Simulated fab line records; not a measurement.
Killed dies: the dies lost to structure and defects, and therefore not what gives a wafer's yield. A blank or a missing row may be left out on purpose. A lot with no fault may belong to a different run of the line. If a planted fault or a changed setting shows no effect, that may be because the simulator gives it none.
Struck lot and sound lot, side by side ; flow sky130 ; 16 steps out of a route of 708
Sound: wafers L401.1, L401.3, L401.4. Struck: wafers L414.1, L414.4 (left out: L414.3, a lot-mate that was not struck); the cause follows at the end.
For every step that has rows: the tool of each side, followed by ch and its chambers, followed by its first start. Under that, the readings that differ: sound wafers ; struck wafers ; difference of the means ; sigmas: that difference in standard deviations of wafers without a fault.
alike: a reading whose means differ by less than 2 such deviations, as well as words and numbers matching on both sides. not compared: withheld readings; readings where some wafer has no value; bounds like >300 that might hide an equal value; numbers whose values overlap and for which the record gives no deviation.
A row with sigmas, a row that says differs or no value, or rows on one side alone: a step with any of these is where the two part. Numbers that have no deviation but don't overlap get no sigmas and don't part them. Lack of a reading on every wafer of one side parts them only where that side has two or more wafers.

first, 8 steps without rows for these wafers: SKY_METAL1_DEHYDRATE_07 (time 60 s); SKY_METAL1_HMDS_08 (prime time 60 s); SKY_METAL1_COAT_09 (resist thk 60 nm); SKY_METAL1_COAT_10 (resist thk 450 nm); SKY_METAL1_SOFTBAKE_11 (time 90 s); SKY_METAL1_EXPOSE_12 (exposes mask MM1, target cd 140 nm); SKY_METAL1_PEB_13; SKY_METAL1_DEVELOP_14 (develop time 60 s).
SKY_METAL1_CD_MEAS_15 targets a cd of 140 nm.
  sound on cd-sem-02 at day 33 13:08; struck on cd-sem-02 at day 37 22:55
  alike: cd-nm
SKY_METAL1_OVL_MEAS_16:
  sound on overlay-01 at day 33 13:16; struck on overlay-02 at day 37 23:02
  alike: METAL1_OVL
SKY_METAL1_DESCUM_17: chemistry O2, time 8 s.
  sound on rie-metal-04 ch 0,1, day 33 13:18; struck on rie-metal-02 ch 0, day 37 23:05
  alike: drypump-motor-current-A, oes-product-au
  not compared: rf-hours-counter-h
SKY_METAL1_ETCH_18: etches BARC in N2/H2, stops on SiO2, time 45.9 s, target depth 60 nm.
  sound on rie-metal-04 ch 0,1, day 33 13:20; struck on rie-metal-02 ch 0, day 37 23:07
  alike: drypump-motor-current-A, oes-product-au, throttle-valve-pct
  not compared: rf-hours-counter-h
SKY_METAL1_METAL_ETCH_19: etches the open film in Cl2/BCl3, stops on SiO2, target depth 360 nm, time 78 s.
  sound on rie-metal-04 ch 0,1, day 33 13:23; struck on rie-metal-02 ch 0, day 37 23:10
reading;sound;struck;difference;sigmas
oes-product-au (a.u.);0.851 0.850 0.855;0.784 0.798;-0.061;-10
over-etch-frac;0.3 0.3 0.3;0.4978 0.4978;+0.1978;
model.KrF-thick_of_METAL1_COAT_10.thk-nm (nm);164.5 163.8 159.4;119.1 117;-44.5;
model.SiO2_of_CONTACT_HDPCVD_02.thk-nm (nm);326.9 325.3 326.3;324.1 324.2;-2.0;
  alike: drypump-motor-current-A, throttle-valve-pct
  not compared: rf-hours-counter-h
SKY_METAL1_STRIP_20: strips in O2/N2.
  sound on plasma-asher-02 ch 0,1, day 33 13:29; struck on plasma-asher-04 ch 0,1, day 37 23:16
reading;sound;struck;difference;sigmas
oes-product-au (a.u.);0.343 0.346 0.339;0.330 0.327;-0.014;-3
strip-time-to-endpoint-s (s);2.76 2.75 2.71;2.27 2.23;-0.49;-10
  alike: drypump-motor-current-A
  not compared: rf-hours-counter-h
then, 1 step without rows for these wafers: SKY_METAL1_STRIP_21 (strips in post etch residue remover, time 1200 s).
-- the record jumps here: 12 days lie between the struck wafers' starts before and after (it left off in module METAL1 and takes up again in module PAD_OPEN, whose first step shown is number 708 of the route) --
SKY_PAD_OPEN_PROBE_99:
  sound on prober-02 at day 46 08:31; struck on prober-01 at day 49 14:01
  alike: defect-limited-yield, killed_at_M0_to_M3, killed_at_M4_up, killed-at-contacts, killed-at-front-end, killed-at-other, killed-dies, killed-open, killed-short, sort_bin_3_pad_short, sort_bin_5_function, sort_bin_6_memory, sort-n-pass, sort-yield-pct

WHERE THEY PART
Last at SKY_METAL1_STRIP_20 as far as this record goes, first at SKY_METAL1_METAL_ETCH_19. Later steps at which nothing parts them and some readings are alike: SKY_PAD_OPEN_PROBE_99.

WHY: what the simulator had put in
rie-metal-02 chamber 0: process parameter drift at SKY_METAL1_METAL_ETCH_19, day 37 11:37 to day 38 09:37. A move of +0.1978 in setting over-etch-frac, from 0.3. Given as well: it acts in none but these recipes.
